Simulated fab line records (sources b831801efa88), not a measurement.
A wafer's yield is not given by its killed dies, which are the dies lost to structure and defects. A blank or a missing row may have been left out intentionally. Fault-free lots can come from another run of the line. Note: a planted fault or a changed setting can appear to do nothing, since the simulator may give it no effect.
fab line records    flow sky130
record lots=5  wafers=15  last-day=50
route steps=708 shown VIA4@643 METAL5@661 PASSIVATION@681 PAD_OPEN@708
lots that met no fault: from a run of the same line without faults
start-h: the number of hours between the record's first day and the start of the first shown wafer of the lot    wait-h: hours since the lot's step before    " as in the row above    L1.1+2: a row that stands for several wafers    - either no value or no given start    * or withheld: withheld    < > ~ a bound
route shown NAME@n: a module of which the file shows steps, and the number in the route of the first    usual: mean/standard deviation taken from wafers without a fault    same: alike in all rows    chamber/n: place in a boat    sites: each site's reading    _std_site: their standard deviation    _edge_site: the outer-site mean with the inner-site mean subtracted    radius-mm: how far each site lies from the wafer's centre    mask NAME#n: copy n    behind: the last tool/chamber to shape the wafer    hold: what put the lot on hold/how long, in hours/how the hold closed    device: transistor that didn't switch, given as n, p or np    end of line: at the end of the route, the tests of the same wafers    where a step has no rows: the recipe by itself    killed: not the wafer's yield, but the dies lost to structure and defects at the first sort    map: dies across one wafer; x = killed, . = not, _ = none there
set.NAME: the run value of the setting; set.NAME@STEP: its run value at that earlier step    model.NAME: the simulator's own value behind a step, which no gauge read
a table for each step, a row for each wafer; lots at some steps of the route
## steps
# step SKY_VIA4_DEHYDRATE_04
# recipe temp-c=200  time-s=60
# step SKY_VIA4_HMDS_05
# recipe prime-time-s=60  prime-temp-c=120
# step SKY_VIA4_COAT_06
# recipe resist=NOVOLAK  spin-rpm=3000  resist-thk-nm=1140
# step SKY_VIA4_SOFTBAKE_07
# recipe temp-c=90  time-s=60  resist=NOVOLAK
# step SKY_VIA4_EXPOSE_08
# recipe mask-id=VIM4  na=0.6  source-shape=conventional  sigma-outer=0.6  polarization=unpolarized  target-cd-nm=800  dose-mj=132
# step SKY_VIA4_PEB_09
# recipe temp-c=withheld  time-s=*  resist=NOVOLAK
# step SKY_VIA4_DEVELOP_10
# recipe resist=NOVOLAK  developer=TMAH  develop-time-s=60  dev-temp-c=23
# step SKY_VIA4_ETCH_12
# recipe target=SiO2  chemistry=C4F8/O2/Ar  stop-on=TiN  mask-material=NOVOLAK  source-w=1500  bias-w=1200  pressure-mtorr=40  c4f8-flow-sccm=withheld  O2_flow_sccm=6  Ar_flow_sccm=300  time-s=withheld  target-depth-a=5800
# step SKY_VIA4_STRIP_13
# recipe chemistry=O2/N2  power-w=1400  pressure-mtorr=1500  platen-temp-c=withheld  o2-flow-sccm=3000  n2-flow-sccm=300  overash-fraction=0.5
# step SKY_VIA4_STRIP_14
# recipe chemistry=post-etch-residue-remover  time-s=1200  temp-c=72.5
# step SKY_VIA4_CLEAN_15
# recipe chemistry=IPA  time-s=180  temp-c=25
# step SKY_VIA4_CLEAN_16
# recipe chemistry=O3/DIW  dry=n2-spin
lot.wafer   tool          chamber  start-h  wait-h
L764.1+2+4  wet-bench-01  2        1051.90  0.0
L765.2+3+5  wet-bench-01  0        1063.48  0.0
L766.1+3+6  wet-bench-01  0        1066.48  0.0
L775.2+3+4  wet-bench-02  2        1100.94  0.0
L781.1+3+5  wet-bench-01  1        1138.86  0.0
# step SKY_VIA4_SPUTTER_17
# recipe material=TiN  target-thk-nm=20  chamber-pressure-pa=5  power-w=4000  time-s=80
# step SKY_VIA4_CVD_18
# recipe material=W  target-thk-nm=505  time-s=152.14  temp-c=400  pressure-torr=40
# step SKY_VIA4_CMP_21
# recipe stop-on=SiO2  t-overpolish-s=25  down-force-psi=3.5  platen-rpm=60  target-thk-nm=0  pad-velocity-m-s=0.94248
# step SKY_METAL5_SPUTTER_00
# recipe material=Ti  target-thk-nm=15  power-w=3000  time-s=10  chamber-pressure-pa=0.4
# step SKY_METAL5_SPUTTER_01
# recipe material=TiN  target-thk-nm=20  power-w=6500  time-s=16.7  chamber-pressure-pa=0.4
# step SKY_METAL5_SPUTTER_02
# recipe material=AlCu  target-thk-nm=1150  power-w=10600  time-s=61.2  chamber-pressure-pa=0.4
# step SKY_METAL5_SPUTTER_03
# recipe material=Ti  target-thk-nm=5  power-w=3000  time-s=3.3  chamber-pressure-pa=0.4
# step SKY_METAL5_SPUTTER_04
# recipe material=TiN  target-thk-nm=70  power-w=6500  time-s=58.3  chamber-pressure-pa=0.4
# step SKY_METAL5_DEHYDRATE_07
# recipe temp-c=200  time-s=60
# step SKY_METAL5_HMDS_08
# recipe prime-time-s=60  prime-temp-c=120
# step SKY_METAL5_COAT_09
# recipe resist=NOVOLAK  spin-rpm=3000  resist-thk-nm=1800
# step SKY_METAL5_SOFTBAKE_10
# recipe temp-c=90  time-s=60  resist=NOVOLAK
# step SKY_METAL5_EXPOSE_11
# recipe mask-id=MM5  na=0.6  source-shape=conventional  sigma-outer=0.6  polarization=unpolarized  target-cd-nm=1600  dose-mj=190
# step SKY_METAL5_PEB_12
# recipe temp-c=withheld  time-s=*  resist=NOVOLAK
# step SKY_METAL5_DEVELOP_13
# recipe resist=NOVOLAK  developer=TMAH  develop-time-s=60  dev-temp-c=23
# step SKY_METAL5_DESCUM_14
# recipe chemistry=O2  source-power-w=150  bias-power-w=0  pressure-mtorr=10  temp-c=40  time-s=11
# step SKY_METAL5_METAL_ETCH_15
# recipe target-depth-a=12600  stop-on=SiO2  over-etch-frac=0.2  time-s=252  chemistry=Cl2/BCl3  resist-sidewall-deg=86  pressure-mtorr=10  icp-w=900  bias-w=48.5  Cl2_flow_sccm=60  bcl3-flow-sccm=30
# step SKY_METAL5_STRIP_16
# recipe chemistry=O2/N2  power-w=1400  pressure-mtorr=1500  platen-temp-c=withheld  o2-flow-sccm=3000  n2-flow-sccm=300  overash-fraction=0.5
# step SKY_METAL5_STRIP_17
# recipe chemistry=post-etch-residue-remover  time-s=1200  temp-c=72.5
# step SKY_METAL5_CLEAN_18
# recipe chemistry=IPA  time-s=180  temp-c=25
# step SKY_METAL5_CLEAN_19
# recipe chemistry=O3/DIW  dry=n2-spin
# step SKY_PASSIVATION_CVD_00
# recipe material=SiO2  target-thk-nm=90  temp-c=400  time-s=withheld  rf-w=600
# step SKY_PASSIVATION_CVD_02
# recipe material=Si3N4  target-thk-nm=540  temp-c=400  time-s=withheld  rf-w=450
# step SKY_PAD_OPEN_PROBE_99
# usual defect-limited-yield=82.7/1.9  killed_at_M0_to_M3=43/6.8  killed_at_M4_up=3.0/1.8  killed-at-contacts=23/5.4  killed-at-front-end=15/4.4  killed-at-other=0.3/0.51  killed-dies=85/9.2  killed-open=47/6.8  killed-short=39/6.8  sort_bin_3_pad_short=0.8/0.43  sort_bin_5_function=10.3/1.5  sort_bin_6_memory=6.2/0.96  sort-n-pass=407/9.2  sort-yield-pct=82.7/1.9
# same gross-dies=492  killed-at-back-side=0  sort_bin_4_leakage[%]=0  sort_bin_8_speed[%]=0
lot.wafer  tool       chamber  start-h  wait-h  defect-limited-yield[%]  killed_at_M0_to_M3  killed_at_M4_up  killed-at-contacts  killed-at-front-end  killed-at-other  killed-dies  killed-open  killed-short  sort_bin_3_pad_short[%]  sort_bin_5_function[%]  sort_bin_6_memory[%]  sort-n-pass  sort-yield-pct[%]  model.etest.tester.sort-n-pass  model.etest.tester.sort-yield-pct  model.etest.tester.sort_bin_5_pct  model.etest.tester.sort_bin_3_pct
L764.1     prober-01  -        1118.08  0.1     74.0                     42                  49               21                  14                   2                128          46           36            3.7                      16.3                    6.1                   364          74.0               364                             73.98                              16.26                              3.659
L764.2     prober-01  -        1118.13  0.1     75.0                     47                  45               17                  14                   0                123          45           34            4.7                      15.0                    5.3                   369          75.0               369                             75                                 15.04                              4.675
L764.4     prober-01  -        1118.23  0.2     76.4                     32                  49               19                  16                   0                116          45           25            3.7                      13.6                    6.3                   376          76.4               376                             76.42                              13.62                              3.659
L765.2     prober-02  -        1128.52  0.1     73.8                     33                  64               21                  11                   0                129          36           31            4.1                      14.6                    7.5                   363          73.8               363                             73.78                              14.63                              4.065
L765.3     prober-02  -        1128.57  0.2     76.4                     29                  62               17                  8                    0                116          34           21            4.9                      13.4                    5.3                   376          76.4               376                             76.42                              13.41                              4.878
L765.5     prober-02  -        1128.67  0.2     72.2                     43                  70               17                  6                    1                137          35           34            5.5                      15.9                    6.5                   355          72.2               355                             72.15                              15.85                              5.488
L766.1     prober-01  -        1130.78  0.1     71.3                     36                  71               21                  13                   0                141          41           30            5.5                      16.1                    7.1                   351          71.3               351                             71.34                              16.06                              5.488
L766.3     prober-01  -        1130.88  0.2     68.7                     42                  62               37                  13                   0                154          54           39            4.5                      19.7                    7.1                   338          68.7               338                             68.7                               19.72                              4.472
L766.6     prober-01  -        1131.03  0.2     70.5                     46                  71               18                  10                   0                145          42           37            5.5                      17.3                    6.7                   347          70.5               347                             70.53                              17.28                              5.488
L775.2     prober-02  -        1164.33  0.1     83.5                     51                  1                8                   21                   0                81           44           37            0.6                      9.6                     6.3                   411          83.5               411                             83.54                              9.553                              0.6098
L775.3     prober-02  -        1164.38  0.2     82.5                     41                  2                30                  13                   0                86           61           25            0.6                      10.8                    6.1                   406          82.5               406                             82.52                              10.77                              0.6098
L775.4     prober-02  -        1164.43  0.2     84.6                     45                  1                15                  15                   0                76           35           41            1.0                      9.1                     5.3                   416          84.6               416                             84.55                              9.146                              1.016
L781.1     prober-01  -        1194.13  0.1     84.8                     37                  6                22                  9                    1                75           38           37            0.8                      9.6                     4.9                   417          84.8               417                             84.76                              9.553                              0.813
L781.3     prober-01  -        1194.23  0.2     86.8                     34                  3                17                  10                   1                65           49           16            0.2                      8.5                     4.5                   427          86.8               427                             86.79                              8.537                              0.2033
L781.5     prober-01  -        1194.33  0.2     82.7                     47                  4                22                  12                   0                85           45           40            0.2                      11.2                    5.9                   407          82.7               407                             82.72                              11.18                              0.2033
# killed by level:class
L764.1 VIA4:unspecified=46 CONTACT:geometric-particle:open=11 VIA1:geometric-particle:open=8 POLY_GATE:geometric-particle:open=6 VIA2:geometric-particle:short=6 METAL2:geometric-particle:short=5 VIA3:geometric-particle:short=5 VIA3:geometric-particle:open=5
L764.2 VIA4:unspecified=44 VIA1:geometric-particle:open=11 VIA3:geometric-particle:open=11 METAL1:geometric-particle:short=10 CONTACT:geometric-particle:open=7 FIELD_ISO:geometric-particle:short=4 FIELD_ISO:geometric-particle:open=4 LI_CONTACT:geometric-particle:open=4
L764.4 VIA4:unspecified=46 VIA2:geometric-particle:open=10 CONTACT:geometric-particle:open=9 LI_CONTACT:geometric-particle:open=7 POLY_GATE:geometric-particle:short=6 POLY_GATE:geometric-particle:open=5 VIA1:geometric-particle:open=4 VIA1:geometric-particle:short=3
L765.2 VIA4:unspecified=62 LI_CONTACT:geometric-particle:open=8 VIA2:geometric-particle:open=8 CONTACT:geometric-particle:open=6 FIELD_ISO:geometric-particle:open=4 METAL2:geometric-particle:short=4 VIA1:geometric-particle:open=4 POLY_GATE:geometric-particle:short=3
L765.3 VIA4:unspecified=61 VIA1:geometric-particle:open=7 LI_CONTACT:geometric-particle:open=6 VIA3:geometric-particle:open=6 CONTACT:geometric-particle:open=5 METAL2:geometric-particle:short=5 CONTACT:geometric-particle:short=4 VIA2:geometric-particle:open=4
L765.5 VIA4:unspecified=68 VIA1:geometric-particle:open=8 METAL2:geometric-particle:open=7 LI_CONTACT:geometric-particle:open=6 METAL2:geometric-particle:short=6 CONTACT:geometric-particle:open=5 METAL3:geometric-particle:short=5 VIA1:geometric-particle:short=4
L766.1 VIA4:unspecified=70 VIA2:geometric-particle:open=9 VIA1:geometric-particle:open=7 CONTACT:geometric-particle:open=6 LI_CONTACT:geometric-particle:open=5 VIA1:geometric-particle:short=5 VIA3:geometric-particle:open=5 LI_CONTACT:geometric-particle:short=4
L766.3 VIA4:unspecified=61 CONTACT:geometric-particle:open=14 VIA1:geometric-particle:open=11 LI_CONTACT:geometric-particle:open=11 VIA1:geometric-particle:short=7 CONTACT:geometric-particle:short=5 VIA2:geometric-particle:open=5 FIELD_ISO:geometric-particle:short=4
L766.6 VIA4:unspecified=66 VIA1:geometric-particle:open=8 VIA2:geometric-particle:open=7 METAL2:geometric-particle:short=7 VIA3:geometric-particle:open=6 LI_CONTACT:geometric-particle:open=5 METAL4:geometric-particle:short=4 CONTACT:geometric-particle:short=4
L775.2 VIA1:geometric-particle:open=16 FIELD_ISO:geometric-particle:open=7 METAL1:geometric-particle:short=6 VIA2:geometric-particle:open=6 VIA3:geometric-particle:short=6 METAL2:geometric-particle:short=5 POLY_GATE:geometric-particle:open=4 VIA3:geometric-particle:open=4
L775.3 CONTACT:geometric-particle:open=15 VIA1:geometric-particle:open=10 LI_CONTACT:geometric-particle:open=10 VIA2:geometric-particle:open=10 FIELD_ISO:geometric-particle:open=6 METAL3:geometric-particle:short=5 VIA1:geometric-particle:short=4 POLY_GATE:geometric-particle:open=3
L775.4 VIA1:geometric-particle:open=11 METAL2:geometric-particle:short=7 VIA3:geometric-particle:open=6 METAL1:geometric-particle:short=6 CONTACT:geometric-particle:open=5 FIELD_ISO:geometric-particle:short=4 LOCAL_INTERCONNECT:geometric-particle:short=4 POLY_GATE:geometric-particle:short=4
L781.1 CONTACT:geometric-particle:open=9 VIA1:geometric-particle:short=8 METAL1:geometric-particle:short=7 VIA1:geometric-particle:open=7 LI_CONTACT:geometric-particle:open=6 METAL4:geometric-particle:short=5 VIA3:geometric-particle:open=5 POLY_GATE:geometric-particle:open=4
L781.3 VIA1:geometric-particle:open=17 LI_CONTACT:geometric-particle:open=7 CONTACT:geometric-particle:open=4 METAL2:geometric-particle:open=4 FIELD_ISO:geometric-particle:open=3 VIA2:geometric-particle:open=3 VIA3:geometric-particle:open=3 FIELD_ISO:geometric-particle:short=2
L781.5 VIA1:geometric-particle:open=13 CONTACT:geometric-particle:open=10 METAL1:geometric-particle:short=8 LI_CONTACT:geometric-particle:open=7 VIA1:geometric-particle:short=6 VIA3:geometric-particle:short=6 METAL3:geometric-particle:short=4 FIELD_ISO:geometric-particle:open=3
# map L764.1 (x killed, . not)
__________..x.x....._________
________.....x.x......_______
______.x.............xx._____
_____..................x.____
____.x...x................___
___.x.x..............x..x..__
__x.......x.......x....x..x._
_.......xx....x....x........x
_..x.x...x...xx...x..x..xx...
_..xx...xxx.........x...xxx.x
_....x......x...x.....xxxxx..
_..x..x...x..x.xx....x.xxxxxx
_..xx..x.x..........x.xxxxxxx
_.xx.................xxxxxxxx
_.............x......xxxxxxxx
__x..x..........xx..xx.xxxxx_
___....x..x.....x.x.x.xxxxx__
____......x..x....x.......___
_____....x...xx..........____
______x..............xx._____
________...........x.._______
__________x........x_________
# map L765.5 (x killed, . not)
__________x........._________
________.......x......_______
______..x..x..x........._____
_____.x.x.....x.....xxx..____
____..............xxxxxxx.___
___...........x...xxxxxxx..__
__..............xxxxxxxxxx.x_
_x...........xx.xxxxxxxxxxxxx
_.x......x.....xxxxxxxxxxx.x.
_.x..x...x......xxxxxxxxxx...
_........x.......xxxxxxx.....
_.....x...........xxxxxx.x.x.
_x......x....x...x...........
_x........x.xx.........x.....
_xxx.......x..x.xxx...x......
__..x..x...................x_
___......x.........x....x..__
____.x....x........x......___
_____......x....x.....xx.____
______..........x..x...._____
________.....x...xxx.._______
__________.....x..xx_________
## key
first-sign step=SKY_PAD_OPEN_PROBE_99  reading=killed_at_M4_up  direction=up  sigmas=32  usual=3.0  struck=60.3
effect step=SKY_PAD_OPEN_PROBE_99  reading=sort_bin_3_pad_short  direction=up  sigmas=8.8  usual=0.8  struck=4.7
model-effect step=SKY_PAD_OPEN_PROBE_99  value=etest.tester.sort-n-pass  without=410  struck=359.9
met-at SKY_VIA4_CLEAN_16
struck-wafers L764.1,L764.2,L764.4,L765.2,L765.3,L765.5,L766.1,L766.3,L766.6
fault kind=chamber-particle-source  tool=wet-bench-01  chamber=-  onset-h=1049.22  steps=SKY_VIA4_CLEAN_16  rate-per-visit-cm2=1.8643  end-h=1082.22
